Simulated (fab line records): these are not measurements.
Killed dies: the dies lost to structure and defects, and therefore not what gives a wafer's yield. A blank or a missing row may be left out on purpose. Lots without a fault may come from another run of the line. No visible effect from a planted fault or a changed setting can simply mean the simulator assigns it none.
fab line records	flow gf180mcu
record: lots: 24	wafers: 72	last_day: 34
route steps=602 shown CONTACT@289 M1@329 V1@351 M3@410 M4@470
lots with no fault: from the same line, run without faults
start_h: hours from the record's opening day to when the first of the lot's shown wafers began	wait_h: hours from the lot's prior step to this one	" identical to the entry in the row above	L1.1+2: a single row standing in for several wafers	- value missing, or start not given	* or withheld: withheld	< > ~ a bound
route shown NAME@n: NAME is a module with steps in the file, n the number in the route of the first one	usual: mean/standard deviation taken from wafers without a fault	same: alike in all rows	chamber/n: place in a boat	sites: each site's reading	_std_site: their standard deviation	_edge_site: the outer-site mean with the inner-site mean subtracted	radius_mm: how far each site lies from the wafer's centre	mask NAME#n: copy n	behind: the last tool/chamber to shape the wafer	hold: what put the lot on hold/how long, in hours/how the hold closed	device: whichever transistor did not switch (one of n, p or np)	end of line: the same wafers' tests at the end of the route	for a step that has no rows: nothing shown but its recipe	killed: dies lost to structure and defects at the first sort, not the wafer's yield	map: a wafer's dies, marking killed ones x, the rest . and places with no die _
set.NAME: the setting as run; set.NAME@STEP: as run at that earlier step	model.NAME: the simulator's own value behind a step, which no gauge read
one table for each step of the route and one row for each wafer, over a sample of lots
services: when a tool's chamber went out of use (start_h, in hours from the record's first day, below 0 if earlier), for how many hours, and the reason
== steps ==
step: GF_CONTACT_CVD_02
recipe: material: SiO2	target_thk_nm: 860	precursor: TEOS	temp_c: 400	time_s: 95.992	rf_w: 600
usual: heater_power_w: 717/130	rf_fwd_power_W: 596.7/1.9
lot.wafer	tool	chamber	start_h	wait_h	heater_power_w	rf_fwd_power_W
L074.2	pecvd-02	0	343.87	0.0	639	595.4
L074.3	"	2	"	"	597	595.6
L074.4	"	2	"	"	620	595.2
L075.3	pecvd-02	1	353.48	0.0	973	597.8
L075.4	"	2	"	"	601	594.1
L075.5	"	0	"	"	610	596.0
L076.3	pecvd-01	2	354.71	0.0	698	599.6
L076.5	"	2	"	"	745	600.8
L076.6	"	1	"	"	706	597.8
L077.1	pecvd-01	2	363.46	0.1	772	596.3
L077.2	"	1	"	"	604	600.4
L077.3	"	0	"	"	755	596.9
L078.2	pecvd-01	2	374.86	0.0	713	597.9
L078.4	"	1	"	"	696	594.9
L078.6	"	0	"	"	735	599.1
L079.1	pecvd-01	1	385.89	0.1	609	598.5
L079.3	"	0	"	"	894	600.7
L079.6	"	2	"	"	621	597.7
L080.2	pecvd-04	0	394.48	0.0	607	600.1
L080.4	"	1	"	"	715	592.4
L080.5	"	2	"	"	573	597.8
L081.3	pecvd-02	1	400.53	0.0	1027	597.3
L081.4	"	2	"	"	475	595.8
L081.5	"	0	"	"	759	595.6
L082.1	pecvd-04	0	413.11	0.1	625	594.8
L082.3	"	2	"	"	621	597.7
L082.5	"	1	"	"	683	593.6
L083.3	pecvd-01	1	419.61	0.0	698	593.1
L083.4	"	2	"	"	747	596.6
L083.5	"	0	"	"	869	597.2
L084.1	pecvd-01	1	428.38	0.1	614	597.2
L084.5	"	0	"	"	726	597.0
L084.6	"	1	"	"	674	598.3
L085.1	pecvd-04	1	432.46	0.1	567	597.4
L085.2	"	0	"	"	665	595.1
L085.4	"	2	"	"	706	597.7
L086.2	pecvd-01	1	445.96	0.0	658	596.4
L086.5	"	2	"	"	628	597.1
L086.6	"	0	"	"	731	598.0
L087.1	pecvd-02	0	449.41	0.1	729	601.7
L087.2	"	1	"	"	1058	594.7
L087.4	"	0	"	"	775	596.4
L088.2	pecvd-04	0	470.48	0.0	568	598.1
L088.3	"	2	"	"	642	597.6
L088.6	"	2	"	"	691	596.2
L089.2	pecvd-01	1	472.01	0.0	651	595.9
L089.4	"	2	"	"	754	594.5
L089.6	"	0	"	"	871	600.5
L090.1	pecvd-04	2	481.10	0.1	719	599.3
L090.3	"	0	"	"	584	595.9
L090.5	"	0	"	"	614	597.9
L091.3	pecvd-02	1	484.92	0.0	981	598.0
L091.4	"	2	"	"	546	595.2
L091.5	"	1	"	"	1023	596.8
L092.1	pecvd-02	2	490.96	0.1	615	594.9
L092.3	"	1	"	"	899	597.0
L092.6	"	0	"	"	752	599.0
L093.2	pecvd-01	2	500.66	0.0	708	596.8
L093.4	"	1	"	"	679	599.8
L093.6	"	0	"	"	721	600.1
L094.1	pecvd-02	1	511.86	0.1	937	596.9
L094.2	"	2	"	"	627	592.6
L094.3	"	0	"	"	718	596.5
L095.1	pecvd-04	2	517.67	0.1	654	594.6
L095.3	"	0	"	"	577	598.6
L095.5	"	0	"	"	618	599.4
L096.2	pecvd-01	0	522.55	0.0	779	598.1
L096.3	"	2	"	"	771	599.7
L096.4	"	0	"	"	821	600.3
L097.2	pecvd-02	2	532.66	0.0	558	596.3
L097.3	"	1	"	"	955	597.6
L097.4	"	1	"	"	1037	597.2
step: GF_M1_CD_MEAS_14
recipe: target_cd_nm: 230
usual: cd_nm: 230.4/1.2
lot.wafer	tool	chamber	start_h	wait_h	cd_nm
L074.2	cd_sem-02	-	388.86	0.1	231.7
L074.3	"	-	"	"	232.4
L074.4	"	-	"	"	231.6
L075.3	cd_sem-02	-	400.13	0.1	230.3
L075.4	"	-	"	"	230.3
L075.5	"	-	"	"	230.2
L076.3	cd_sem-02	-	401.36	0.1	229.7
L076.5	"	-	"	"	230.2
L076.6	"	-	"	"	230.2
L077.1	cd_sem-02	-	411.17	0.1	232.1
L077.2	"	-	"	"	231.5
L077.3	"	-	"	"	231.0
L078.2	cd_sem-02	-	422.41	0.1	228.4
L078.4	"	-	"	"	230.4
L078.6	"	-	"	"	229.9
L079.1	cd_sem-02	-	435.12	0.1	231.1
L079.3	"	-	"	"	230.4
L079.6	"	-	"	"	231.7
L080.2	cd_sem-02	-	443.46	0.1	231.4
L080.4	"	-	"	"	232.7
L080.5	"	-	"	"	230.1
L081.3	cd_sem-01	-	449.46	0.1	231.5
L081.4	"	-	"	"	230.1
L081.5	"	-	"	"	230.7
L082.1	cd_sem-02	-	462.68	0.1	229.4
L082.3	"	-	"	"	229.5
L082.5	"	-	"	"	229.4
L083.3	cd_sem-02	-	468.55	0.2	230.5
L083.4	"	-	"	"	230.5
L083.5	"	-	"	"	230.6
L084.1	cd_sem-01	-	477.54	0.1	230.0
L084.5	"	-	"	"	229.9
L084.6	"	-	"	"	229.5
L085.1	cd_sem-02	-	482.03	0.1	230.6
L085.2	"	-	"	"	229.1
L085.4	"	-	"	"	229.4
L086.2	cd_sem-02	-	495.71	0.1	229.3
L086.5	"	-	"	"	230.2
L086.6	"	-	"	"	232.0
L087.1	cd_sem-01	-	498.64	0.1	232.4
L087.2	"	-	"	"	233.5
L087.4	"	-	"	"	232.0
L088.2	cd_sem-01	-	519.71	0.1	230.4
L088.3	"	-	"	"	230.6
L088.6	"	-	"	"	230.5
L089.2	cd_sem-02	-	521.25	0.1	230.6
L089.4	"	-	"	"	229.9
L089.6	"	-	"	"	230.2
L090.1	cd_sem-02	-	529.99	0.1	228.5
L090.3	"	-	"	"	228.9
L090.5	"	-	"	"	228.1
L091.3	cd_sem-02	-	533.52	0.1	229.0
L091.4	"	-	"	"	229.7
L091.5	"	-	"	"	229.1
L092.1	cd_sem-02	-	538.21	0.1	226.5
L092.3	"	-	"	"	227.4
L092.6	"	-	"	"	227.7
L093.2	cd_sem-01	-	547.66	0.1	230.3
L093.4	"	-	"	"	230.2
L093.6	"	-	"	"	230.9
L094.1	cd_sem-02	-	558.51	0.1	231.2
L094.2	"	-	"	"	229.8
L094.3	"	-	"	"	230.9
L095.1	cd_sem-02	-	564.78	0.1	230.9
L095.3	"	-	"	"	231.1
L095.5	"	-	"	"	231.3
L096.2	cd_sem-01	-	569.13	0.1	229.1
L096.3	"	-	"	"	230.3
L096.4	"	-	"	"	230.9
L097.2	cd_sem-02	-	577.98	0.1	231.7
L097.3	"	-	"	"	231.6
L097.4	"	-	"	"	230.9
step: GF_V1_ETCH_16
recipe: chemistry: N2/H2	target_depth_a: withheld	overetch_a: withheld	time_s: withheld	target: BARC	ion_energy_ev: 200	source_w: 500	bias_w: 100	pressure_mtorr: 30	n2_flow_sccm: 100	h2_flow_sccm: 200
usual: drypump_motor_current_A: 5.6/0.4	oes_product_au: 0.854/0.005	rf_fwd_power_W: 495.5/1.8	throttle_valve_pct: 13.224/0.0091
lot.wafer	tool	chamber	start_h	wait_h	drypump_motor_current_A	oes_product_au	rf_fwd_power_W	throttle_valve_pct
L074.2	rie_diel-01	1	413.97	0.0	5.5	0.850	497.5	13.203
L074.3	"	0	"	"	5.8	0.856	494.2	13.230
L074.4	"	3	"	"	6.0	0.852	496.9	13.223
L075.3	rie_diel-03	0	425.07	0.0	5.2	0.863	494.6	13.217
L075.4	"	0	"	"	5.3	0.850	493.2	13.231
L075.5	"	1	"	"	6.3	0.859	494.5	13.230
L076.3	rie_diel-02	0	426.74	0.0	5.8	0.856	493.9	13.218
L076.5	"	1	"	"	5.4	0.856	494.0	13.224
L076.6	"	2	"	"	5.9	0.859	492.7	13.237
L077.1	rie_diel-01	2	436.44	0.0	5.1	0.862	495.5	13.217
L077.2	"	0	"	"	5.8	0.846	492.5	13.217
L077.3	"	1	"	"	5.5	0.855	497.6	13.235
L078.2	rie_diel-01	0	448.79	0.0	5.8	0.860	494.6	13.215
L078.4	"	3	"	"	6.0	0.856	494.3	13.217
L078.6	"	3	"	"	6.0	0.848	493.7	13.218
L079.1	rie_diel-02	2	459.79	0.0	5.9	0.853	495.4	13.232
L079.3	"	3	"	"	5.0	0.855	494.8	13.221
L079.6	"	3	"	"	5.0	0.861	495.4	13.207
L080.2	rie_diel-02	2	468.54	0.0	5.9	0.850	496.5	13.215
L080.4	"	3	"	"	5.0	0.862	494.7	13.214
L080.5	"	3	"	"	5.0	0.857	495.0	13.222
L081.3	rie_diel-01	2	475.09	0.0	5.2	0.851	496.0	13.216
L081.4	"	1	"	"	5.5	0.851	498.4	13.227
L081.5	"	2	"	"	5.1	0.865	498.7	13.218
L082.1	rie_diel-03	3	488.07	0.0	5.3	0.859	498.0	13.228
L082.3	"	1	"	"	6.3	0.853	495.5	13.218
L082.5	"	0	"	"	5.2	0.849	492.6	13.208
L083.3	rie_diel-02	3	493.94	0.0	5.0	0.850	493.7	13.223
L083.4	"	0	"	"	5.9	0.857	495.3	13.214
L083.5	"	1	"	"	5.3	0.865	493.2	13.231
L084.1	rie_diel-01	0	502.69	0.0	5.8	0.859	492.9	13.232
L084.5	"	1	"	"	5.4	0.862	495.4	13.220
L084.6	"	2	"	"	5.2	0.860	493.0	13.227
L085.1	rie_diel-02	0	507.22	0.0	5.8	0.854	494.8	13.219
L085.2	"	3	"	"	5.0	0.856	494.3	13.219
L085.4	"	1	"	"	5.4	0.846	493.9	13.216
L086.2	rie_diel-03	0	521.22	0.0	5.2	0.852	497.7	13.216
L086.5	"	1	"	"	6.3	0.853	496.3	13.197
L086.6	"	2	"	"	5.2	0.859	496.8	13.229
L087.1	rie_diel-02	2	523.19	0.0	5.9	0.850	497.3	13.219
L087.2	"	3	"	"	5.0	0.858	494.3	13.224
L087.4	"	0	"	"	5.8	0.855	492.2	13.228
L088.2	rie_diel-03	1	544.19	0.0	6.3	0.853	498.7	13.222
L088.3	"	3	"	"	5.3	0.852	497.1	13.233
L088.6	"	1	"	"	6.3	0.851	498.2	13.230
L089.2	rie_diel-01	2	545.67	0.0	5.2	0.852	496.3	13.229
L089.4	"	1	"	"	5.5	0.847	497.0	13.230
L089.6	"	2	"	"	5.1	0.860	496.4	13.213
L090.1	rie_diel-01	1	553.39	0.0	5.5	0.845	495.8	13.240
L090.3	"	2	"	"	5.1	0.861	495.6	13.216
L090.5	"	3	"	"	6.0	0.848	495.7	13.238
L091.3	rie_diel-02	3	557.12	0.0	5.0	0.843	496.0	13.217
L091.4	"	1	"	"	5.4	0.846	493.6	13.231
L091.5	"	3	"	"	5.0	0.851	496.8	13.219
L092.1	rie_diel-03	1	562.89	0.0	6.3	0.851	496.4	13.221
L092.3	"	2	"	"	5.2	0.850	495.1	13.227
L092.6	"	1	"	"	6.3	0.855	495.0	13.253
L093.2	rie_diel-02	2	572.44	0.0	5.9	0.860	493.2	13.228
L093.4	"	1	"	"	5.3	0.850	495.7	13.223
L093.6	"	1	"	"	5.3	0.853	495.0	13.237
L094.1	rie_diel-02	0	582.49	0.0	5.9	0.861	497.3	13.232
L094.2	"	1	"	"	5.3	0.862	493.4	13.221
L094.3	"	3	"	"	5.0	0.857	497.0	13.236
L095.1	rie_diel-03	1	588.74	0.0	6.3	0.855	498.9	13.226
L095.3	"	0	"	"	5.2	0.860	497.8	13.232
L095.5	"	2	"	"	5.2	0.861	496.9	13.237
L096.2	rie_diel-02	2	591.84	0.0	5.9	0.849	495.2	13.213
L096.3	"	0	"	"	5.9	0.854	495.5	13.212
L096.4	"	3	"	"	5.0	0.853	498.7	13.234
L097.2	rie_diel-01	2	600.74	0.0	5.2	0.861	497.2	13.225
L097.3	"	1	"	"	5.5	0.852	495.7	13.216
L097.4	"	0	"	"	5.8	0.851	492.2	13.223
step: GF_M3_SPUTTER_01
recipe: material: TiN	target_thk_nm: 30	power_w: 6500	time_s: 25	chamber_pressure_pa: 0.4
usual: throttle_valve_pct: 30.2/1
lot.wafer	tool	chamber	start_h	wait_h	throttle_valve_pct
L074.2	pvd_sputter-04	-	466.41	0.1	31.5
L074.3	"	-	"	"	31.1
L074.4	"	-	"	"	30.8
L075.3	pvd_sputter-03	-	477.23	0.1	30.3
L075.4	"	-	"	"	31.2
L075.5	"	-	"	"	31.2
L076.3	pvd_sputter-03	-	478.63	0.1	31.0
L076.5	"	-	"	"	28.6
L076.6	"	-	"	"	30.8
L077.1	pvd_sputter-04	-	488.23	0.1	31.7
L077.2	"	-	"	"	30.2
L077.3	"	-	"	"	30.5
L078.2	pvd_sputter-01	-	500.53	0.1	28.0
L078.4	"	-	"	"	30.9
L078.6	"	-	"	"	30.6
L079.1	pvd_sputter-01	-	511.99	0.1	28.1
L079.3	"	-	"	"	30.2
L079.6	"	-	"	"	30.4
L080.2	pvd_sputter-01	-	520.65	0.1	30.7
L080.4	"	-	"	"	29.6
L080.5	"	-	"	"	29.7
L081.3	pvd_sputter-01	-	526.38	0.1	30.0
L081.4	"	-	"	"	28.2
L081.5	"	-	"	"	29.5
L082.1	pvd_sputter-04	-	538.91	0.1	30.1
L082.3	"	-	"	"	30.7
L082.5	"	-	"	"	30.3
L083.3	pvd_sputter-01	-	544.72	0.1	28.5
L083.4	"	-	"	"	29.9
L083.5	"	-	"	"	30.4
L084.1	pvd_sputter-04	-	551.27	0.1	30.6
L084.5	"	-	"	"	30.7
L084.6	"	-	"	"	31.6
L085.1	pvd_sputter-01	-	557.28	0.1	28.1
L085.2	"	-	"	"	30.5
L085.4	"	-	"	"	30.2
L086.2	pvd_sputter-01	-	571.54	0.1	29.5
L086.5	"	-	"	"	28.1
L086.6	"	-	"	"	30.7
L087.1	pvd_sputter-03	-	572.85	0.1	28.5
L087.2	"	-	"	"	30.3
L087.4	"	-	"	"	30.8
L088.2	pvd_sputter-03	-	593.64	0.1	30.4
L088.3	"	-	"	"	28.7
L088.6	"	-	"	"	28.7
L089.2	pvd_sputter-04	-	598.01	3.8	30.6
L089.4	"	-	"	"	31.0
L089.6	"	-	"	"	31.2
L090.1	pvd_sputter-01	-	602.14	0.1	29.4
L090.3	"	-	"	"	30.5
L090.5	"	-	"	"	29.8
L091.3	pvd_sputter-04	-	604.69	0.1	30.5
L091.4	"	-	"	"	31.4
L091.5	"	-	"	"	30.8
L092.1	pvd_sputter-03	-	611.49	0.1	30.3
L092.3	"	-	"	"	28.6
L092.6	"	-	"	"	31.5
L093.2	pvd_sputter-04	-	620.19	0.1	30.3
L093.4	"	-	"	"	31.3
L093.6	"	-	"	"	31.0
L094.1	pvd_sputter-01	-	628.79	0.1	30.7
L094.2	"	-	"	"	30.3
L094.3	"	-	"	"	28.0
L095.1	pvd_sputter-04	-	635.18	0.1	30.1
L095.3	"	-	"	"	31.0
L095.5	"	-	"	"	30.1
L096.2	pvd_sputter-04	-	637.76	0.1	31.1
L096.3	"	-	"	"	31.6
L096.4	"	-	"	"	30.1
L097.2	pvd_sputter-03	-	646.10	0.1	31.0
L097.3	"	-	"	"	31.2
L097.4	"	-	"	"	28.6
step: GF_M3_SPUTTER_03
recipe: material: Ti	target_thk_nm: 10	substrate_temp_c: 300	chamber_pressure_pa: 0.3	power_w: 3000	time_s: 6.7
usual: throttle_valve_pct: 30.2/1
lot.wafer	tool	chamber	start_h	wait_h	throttle_valve_pct
L074.2	pvd_sputter-04	-	466.47	0.0	31.7
L074.3	"	-	"	"	30.7
L074.4	"	-	"	"	30.9
L075.3	pvd_sputter-03	-	477.29	0.0	30.2
L075.4	"	-	"	"	31.0
L075.5	"	-	"	"	30.9
L076.3	pvd_sputter-03	-	478.69	0.0	31.0
L076.5	"	-	"	"	28.5
L076.6	"	-	"	"	30.8
L077.1	pvd_sputter-04	-	488.29	0.0	31.7
L077.2	"	-	"	"	30.3
L077.3	"	-	"	"	30.5
L078.2	pvd_sputter-01	-	500.59	0.0	27.6
L078.4	"	-	"	"	30.6
L078.6	"	-	"	"	30.4
L079.1	pvd_sputter-01	-	512.05	0.0	28.0
L079.3	"	-	"	"	30.4
L079.6	"	-	"	"	30.1
L080.2	pvd_sputter-01	-	520.71	0.0	30.7
L080.4	"	-	"	"	29.4
L080.5	"	-	"	"	29.5
L081.3	pvd_sputter-01	-	526.44	0.0	29.6
L081.4	"	-	"	"	28.3
L081.5	"	-	"	"	29.5
L082.1	pvd_sputter-04	-	538.97	0.0	30.4
L082.3	"	-	"	"	30.8
L082.5	"	-	"	"	30.1
L083.3	pvd_sputter-01	-	544.78	0.0	28.1
L083.4	"	-	"	"	29.5
L083.5	"	-	"	"	30.2
L084.1	pvd_sputter-04	-	551.33	0.0	30.6
L084.5	"	-	"	"	30.7
L084.6	"	-	"	"	31.6
L085.1	pvd_sputter-01	-	557.34	0.0	28.2
L085.2	"	-	"	"	30.5
L085.4	"	-	"	"	30.5
L086.2	pvd_sputter-01	-	571.60	0.0	29.5
L086.5	"	-	"	"	28.0
L086.6	"	-	"	"	30.3
L087.1	pvd_sputter-03	-	572.91	0.0	28.6
L087.2	"	-	"	"	30.4
L087.4	"	-	"	"	31.0
L088.2	pvd_sputter-03	-	593.70	0.0	30.3
L088.3	"	-	"	"	28.8
L088.6	"	-	"	"	28.5
L089.2	pvd_sputter-04	-	598.07	0.0	30.7
L089.4	"	-	"	"	31.4
L089.6	"	-	"	"	31.0
L090.1	pvd_sputter-01	-	602.20	0.0	29.9
L090.3	"	-	"	"	30.7
L090.5	"	-	"	"	29.6
L091.3	pvd_sputter-04	-	604.75	0.0	30.7
L091.4	"	-	"	"	31.9
L091.5	"	-	"	"	31.1
L092.1	pvd_sputter-03	-	611.55	0.0	30.3
L092.3	"	-	"	"	28.6
L092.6	"	-	"	"	31.2
L093.2	pvd_sputter-04	-	620.25	0.0	30.2
L093.4	"	-	"	"	31.0
L093.6	"	-	"	"	30.9
L094.1	pvd_sputter-01	-	628.85	0.0	30.3
L094.2	"	-	"	"	30.5
L094.3	"	-	"	"	28.1
L095.1	pvd_sputter-04	-	635.24	0.0	30.0
L095.3	"	-	"	"	31.0
L095.5	"	-	"	"	29.9
L096.2	pvd_sputter-04	-	637.82	0.0	31.1
L096.3	"	-	"	"	31.6
L096.4	"	-	"	"	30.3
L097.2	pvd_sputter-03	-	646.16	0.0	30.9
L097.3	"	-	"	"	31.1
L097.4	"	-	"	"	28.5
step: GF_M4_CD_MEAS_14
recipe: target_cd_nm: 280
usual: cd_nm: 279.9/1.2
lot.wafer	tool	chamber	start_h	wait_h	cd_nm
L074.2	cd_sem-02	-	538.05	0.1	280.0
L074.3	"	-	"	"	280.1
L074.4	"	-	"	"	280.8
L075.3	cd_sem-01	-	547.80	0.1	281.0
L075.4	"	-	"	"	279.7
L075.5	"	-	"	"	281.0
L076.3	cd_sem-01	-	548.98	0.1	280.9
L076.5	"	-	"	"	281.1
L076.6	"	-	"	"	281.5
L077.1	cd_sem-02	-	559.59	0.1	279.6
L077.2	"	-	"	"	280.5
L077.3	"	-	"	"	280.3
L078.2	cd_sem-01	-	570.90	0.1	280.7
L078.4	"	-	"	"	279.8
L078.6	"	-	"	"	280.7
L079.1	cd_sem-01	-	581.93	0.1	279.8
L079.3	"	-	"	"	280.4
L079.6	"	-	"	"	279.3
L080.2	cd_sem-02	-	590.80	0.1	280.7
L080.4	"	-	"	"	279.9
L080.5	"	-	"	"	279.9
L081.3	cd_sem-02	-	595.12	0.1	277.5
L081.4	"	-	"	"	278.4
L081.5	"	-	"	"	278.7
L082.1	cd_sem-01	-	607.14	0.1	281.4
L082.3	"	-	"	"	280.4
L082.5	"	-	"	"	281.6
L083.3	cd_sem-01	-	612.37	0.1	281.4
L083.4	"	-	"	"	283.0
L083.5	"	-	"	"	279.4
L084.1	cd_sem-02	-	620.54	0.1	281.2
L084.5	"	-	"	"	279.7
L084.6	"	-	"	"	278.8
L085.1	cd_sem-01	-	623.99	0.1	279.3
L085.2	"	-	"	"	280.5
L085.4	"	-	"	"	279.3
L086.2	cd_sem-01	-	638.20	0.1	280.6
L086.5	"	-	"	"	279.2
L086.6	"	-	"	"	280.4
L087.1	cd_sem-01	-	639.73	0.1	279.3
L087.2	"	-	"	"	278.0
L087.4	"	-	"	"	278.2
L088.2	cd_sem-01	-	658.10	0.1	279.9
L088.3	"	-	"	"	279.9
L088.6	"	-	"	"	280.6
L089.2	cd_sem-01	-	661.71	0.1	278.5
L089.4	"	-	"	"	278.8
L089.6	"	-	"	"	279.8
L090.1	cd_sem-01	-	666.76	0.2	282.5
L090.3	"	-	"	"	281.0
L090.5	"	-	"	"	281.3
L091.3	cd_sem-01	-	668.67	0.1	280.2
L091.4	"	-	"	"	279.4
L091.5	"	-	"	"	280.4
L092.1	cd_sem-01	-	674.37	0.3	278.0
L092.3	"	-	"	"	277.3
L092.6	"	-	"	"	277.6
L093.2	cd_sem-01	-	682.23	0.2	282.7
L093.4	"	-	"	"	280.1
L093.6	"	-	"	"	281.4
L094.1	cd_sem-01	-	690.08	0.1	276.6
L094.2	"	-	"	"	277.3
L094.3	"	-	"	"	278.2
L095.1	cd_sem-01	-	696.20	0.2	280.3
L095.3	"	-	"	"	280.4
L095.5	"	-	"	"	281.0
L096.2	cd_sem-01	-	699.05	0.1	279.6
L096.3	"	-	"	"	280.4
L096.4	"	-	"	"	281.0
L097.2	cd_sem-01	-	705.25	0.2	280.7
L097.3	"	-	"	"	278.8
L097.4	"	-	"	"	278.6
== services ==
tool	chamber	start_h	hours	kind
pecvd-01	-	328.05	5.8	repair
pvd_sputter-03	-	328.78	2.8	repair
rie_diel-01	1	371.06	21.5	repair
pvd_sputter-01	-	384.16	51.6	repair
pecvd-01	-	414.78	2.6	repair
rie_diel-02	-	421.88	1.0	repair
pecvd-02	0	424.40	12.7	repair
pecvd-01	0	429.43	2.1	repair
pecvd-01	-	429.90	2.8	pm
rie_diel-01	3	435.13	4.0	repair
pvd_sputter-01	-	435.87	5.7	repair
rie_diel-01	1	441.21	3.2	repair
pvd_sputter-04	-	445.61	4.3	repair
pecvd-02	-	471.54	0.9	repair
rie_diel-01	0	471.97	6.6	repair
pvd_sputter-03	-	483.43	1.5	repair
pecvd-01	-	507.92	0.9	repair
rie_diel-02	3	513.73	5.1	repair
pvd_sputter-01	-	532.16	1.3	repair
rie_diel-01	0	540.88	8.7	repair
pecvd-01	-	556.88	14.6	pm
rie_diel-02	-	579.27	2.8	pm
rie_diel-02	0	620.76	6.6	repair
pecvd-01	-	637.25	5.5	pm
== key ==
fault none
